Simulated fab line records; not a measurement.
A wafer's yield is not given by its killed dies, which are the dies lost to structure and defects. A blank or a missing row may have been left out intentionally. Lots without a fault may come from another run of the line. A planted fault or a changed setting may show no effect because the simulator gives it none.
Struck lot and sound lot, side by side -- flow sky130 -- 22 steps out of a route of 708
Sound: wafers L652.2, L652.5, L652.6. The struck wafers were L655.1, L655.2, L655.5. The cause is named last.
Each step with rows lists, per side, the tool, then ch with its chambers, then its first start. Under that, the readings that differ: sound wafers -- struck wafers -- difference of the means -- sigmas: that difference in standard deviations of wafers without a fault.
alike: same words and numbers on both sides, and readings whose means sit less than 2 such deviations apart. not compared: any withheld reading, any reading some wafer has no value for, any bound like >300 that may hide the same value, and any number with overlapping values for which the record gives no deviation.
The two part at a step that has a row with sigmas, a row that says differs or no value, or rows on one side only. When numbers do not overlap yet have no deviation, they are printed without sigmas and do not part them. Lack of a reading on every wafer of one side parts them only where that side has two or more wafers.

first, 1 step without rows for these wafers: SKY_CAPM_DEVELOP_11 (develop time 60 s).
SKY_CAPM_OVL_MEAS_12:
  sound on overlay-01, day 38 23:29; struck on overlay-02, day 39 17:56
  alike: CAPM_OVL
SKY_CAPM_METAL_ETCH_13: etches TiN in Cl2/BCl3, stops on SiO2, target depth 220 nm, time 62.9 s.
  sound on rie-metal-03 ch 0,1, day 38 23:31; struck on rie-metal-02 ch 0,1, day 39 17:59
  alike: bias-w, drypump-motor-current-A, oes-product-au, throttle-valve-pct
  not compared: rf-hours-counter-h
SKY_CAPM_STRIP_14: strips in O2/N2.
  sound on plasma-asher-04 ch 0,1, day 38 23:36; struck on plasma-asher-03 ch 0,1, day 39 18:03
  alike: drypump-motor-current-A, oes-product-au, strip-time-to-endpoint-s
  not compared: rf-hours-counter-h
then, 8 steps without rows for these wafers: SKY_CAPM_STRIP_15 (strips in post etch residue remover, time 1200 s); SKY_CAPM_CLEAN_16 (cleans in IPA, time 180 s); SKY_CAPM_CLEAN_17 (cleans in O3/DIW); SKY_METAL3_DEHYDRATE_05 (time 60 s); SKY_METAL3_HMDS_06 (prime time 60 s); SKY_METAL3_COAT_07 (resist thk 60 nm); SKY_METAL3_COAT_08 (resist thk 1140 nm); SKY_METAL3_SOFTBAKE_09 (time 90 s).
SKY_METAL3_EXPOSE_10: exposes mask MM3, target cd 300 nm.
  sound on krf-scanner-01 ch 0, day 39 13:02; struck on krf-scanner-02 ch 0, day 40 06:35
reading,sound,struck,difference,sigmas
exposure-dose-mJ-cm2,27.98 28.02 27.99,27.46 27.46 27.48,-0.53,-16
  alike: mask, focus-offset-nm, reticle-temp-C
then, 2 steps without rows for these wafers: SKY_METAL3_PEB_11; SKY_METAL3_DEVELOP_12 (develop time 60 s).
SKY_METAL3_CD_MEAS_13: target cd 300 nm.
  sound on cd-sem-01, day 40 00:36; struck on cd-sem-02, day 40 18:53
reading,sound,struck,difference,sigmas
cd-nm (nm),296.0 295.5 296.0,302.9 303.1 304.2,+7.6,+4
SKY_METAL3_OVL_MEAS_14:
  sound on overlay-01, day 40 00:43; struck on overlay-02, day 40 19:00
  alike: METAL3_OVL
SKY_METAL3_DESCUM_15: chemistry O2, time 8 s.
  sound on rie-metal-02 ch 0,1, day 40 00:44; struck on rie-metal-03 ch 0,1, day 40 19:02
reading,sound,struck,difference,sigmas
model.METAL3.cd-nm (nm),295.9 295.6 296.1,303 303.2 303.9,+8,
  alike: drypump-motor-current-A, oes-product-au
  not compared: rf-hours-counter-h
SKY_METAL3_ETCH_16: etches BARC in N2/H2, stops on SiO2, time 88.2 s, target depth 60 nm.
  sound on rie-metal-02 ch 0,1, day 40 00:46; struck on rie-metal-03 ch 0,1, day 40 19:04
  alike: bias-w, drypump-motor-current-A, oes-product-au, throttle-valve-pct
  not compared: rf-hours-counter-h
SKY_METAL3_ETCH_17: etches SiO2 in C4F8/O2/Ar, stops on TiN, time 3.9 s, target depth 15 nm.
  sound on rie-diel-01 ch 0,3, day 40 00:52; struck on rie-diel-02 ch 0,3, day 40 19:10
reading,sound,struck,difference,sigmas
model.METAL3.cd-nm (nm),295.5 294.6 296,304.5 303 303.6,+8.3,
  alike: bias-w, oes-product-au
  not compared: rf-hours-counter-h
SKY_METAL3_METAL_ETCH_18: etches the open film in Cl2/BCl3, stops on SiO2, target depth 845 nm, time 183.1 s.
  sound on rie-metal-03 ch 0,1, day 40 00:53; struck on rie-metal-02 ch 0,1, day 40 19:11
  alike: bias-w, drypump-motor-current-A, oes-product-au, throttle-valve-pct
  not compared: rf-hours-counter-h
next, for these wafers, 1 step has no rows: SKY_PAD_OPEN_PROBE_99.

== WHERE THEY PART ==
Earliest at SKY_METAL3_EXPOSE_10; latest, in this record, at SKY_METAL3_CD_MEAS_13. Later steps at which nothing parts them and some readings are alike: SKY_METAL3_OVL_MEAS_14, SKY_METAL3_DESCUM_15, SKY_METAL3_ETCH_16, SKY_METAL3_ETCH_17, SKY_METAL3_METAL_ETCH_18.

WHY: the cause the simulator had injected
Process parameters drifting: krf-scanner-02 at SKY_METAL3_EXPOSE_10, beginning at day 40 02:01. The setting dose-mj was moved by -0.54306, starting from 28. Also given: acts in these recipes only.
